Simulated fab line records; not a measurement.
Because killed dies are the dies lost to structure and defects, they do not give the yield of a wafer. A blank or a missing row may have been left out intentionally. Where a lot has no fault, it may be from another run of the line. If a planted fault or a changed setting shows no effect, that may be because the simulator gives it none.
The tool behind it: which one?    flow sky130    36 wafers from 12 lots sampled at 2 of the route's 708 steps

== WHAT THE GAUGES SHOWED, per wafer ==
SKY_CAPM_THK_MEAS_04: measures by xrf. Usual: CAPM_TIN_THK 200.9 nm, standard deviation 2.1.
lot   measured      on             CAPM_TIN_THK (nm)  flag
L557  day 36 17:49  film-metro-01  199.0 199.1 197.9  
L558  day 36 18:10  film-metro-01  199.3 200.9 199.1  
L559  day 37 02:56  film-metro-01  202.1 200.8 202.2  
L560  day 37 04:13  film-metro-01  201.3 200.3 202.0  
L561  day 37 22:27  film-metro-02  200.2 198.6 196.2  
L562  day 37 23:32  film-metro-02  204.4 203.5 202.0  
L563  day 38 13:01  film-metro-01  199.6 198.9 200.4  
L565  day 38 22:25  film-metro-02  199.3 199.7 201.0  
L573  day 41 07:23  film-metro-02  201.2 200.4 200.5  
L574  day 41 17:10  film-metro-01  200.8 201.8 200.2  
L578  day 42 16:28  film-metro-03  197.2 196.8 195.8  
L580  day 43 02:44  film-metro-01  204.7 203.8 203.4  

== TOOL THAT RAN EACH LOT (tool first, then ch and the chambers of the sampled wafers, then the start) ==
lot   SKY_METAL1_STRIP_20
L557  plasma-asher-01 ch 0,1, day 33 04:11
L558  plasma-asher-02 ch 0,1, day 33 05:13
L559  plasma-asher-04 ch 0,1, day 33 14:27
L560  plasma-asher-02 ch 0,1, day 33 16:04
L561  plasma-asher-01 ch 0,1, day 34 09:27
L562  plasma-asher-02 ch 0,1, day 34 10:21
L563  plasma-asher-01 ch 0,1, day 35 01:28
L565  plasma-asher-01 ch 0,1, day 35 12:01
L573  plasma-asher-02 ch 0,1, day 37 22:36
L574  plasma-asher-02 ch 0,1, day 38 09:43
L578  plasma-asher-01 ch 0,1, day 39 09:52
L580  plasma-asher-04 ch 0,1, day 39 20:33
- SKY_METAL1_STRIP_20: strips in O2/N2.

== WHAT THE TOOLS THEMSELVES READ (means of the sampled wafers that have a number; where no wafer has one, the mark that the record gives instead) ==
SKY_METAL1_STRIP_20. Usual: drypump-motor-current-A 5.17 A, standard deviation 0.26; o2-flow-sccm 3000 sccm, standard deviation 9.9; oes-product-au 0.343 a.u., standard deviation 0.0052; strip-time-to-endpoint-s 2.71 s, standard deviation 0.037.
lot   tool             drypump-motor-current-A (A)  o2-flow-sccm (sccm)  oes-product-au (a.u.)  strip-time-to-endpoint-s (s)  flag
L557  plasma-asher-01  5.06                         2997                 0.338                  2.67                          
L558  plasma-asher-02  5.18                         3009                 0.350                  2.72                          
L559  plasma-asher-04  5.22                         3001                 0.346                  2.71                          
L560  plasma-asher-02  5.42                         3002                 0.343                  2.74                          
L561  plasma-asher-01  5.04                         2999                 0.338                  2.70                          
L562  plasma-asher-02  5.43                         2989                 0.346                  2.72                          
L563  plasma-asher-01  5.06                         3005                 0.338                  2.67                          
L565  plasma-asher-01  5.05                         2996                 0.342                  2.67                          
L573  plasma-asher-02  5.19                         2993                 0.343                  2.70                          
L574  plasma-asher-02  5.19                         2993                 0.342                  2.70                          
L578  plasma-asher-01  5.04                         2992                 0.342                  2.71                          
L580  plasma-asher-04  5.27                         2996                 0.347                  2.69                          

== THE ANSWER, worked out from the rows above alone ==
Rule: take the mean of a lot's wafers that have a number; if it is more than 3 standard deviations from the usual mean, the lot is off. Also off: a lot with no number at a reading for which 4 or more lots have one. All remaining lots with rows at the step are treated as sound. Order of review: gauges by route order, followed by the tools' own readings, for which a lot's mean as printed above is used. The first step at which some lot is off is used, and at that step the reading that is off furthest; a lot without a number counts as furthest.
No lot is off on any of the readings shown, so nothing can be concluded from this.

== WHAT WAS PUT IN BY THE SIMULATOR ==
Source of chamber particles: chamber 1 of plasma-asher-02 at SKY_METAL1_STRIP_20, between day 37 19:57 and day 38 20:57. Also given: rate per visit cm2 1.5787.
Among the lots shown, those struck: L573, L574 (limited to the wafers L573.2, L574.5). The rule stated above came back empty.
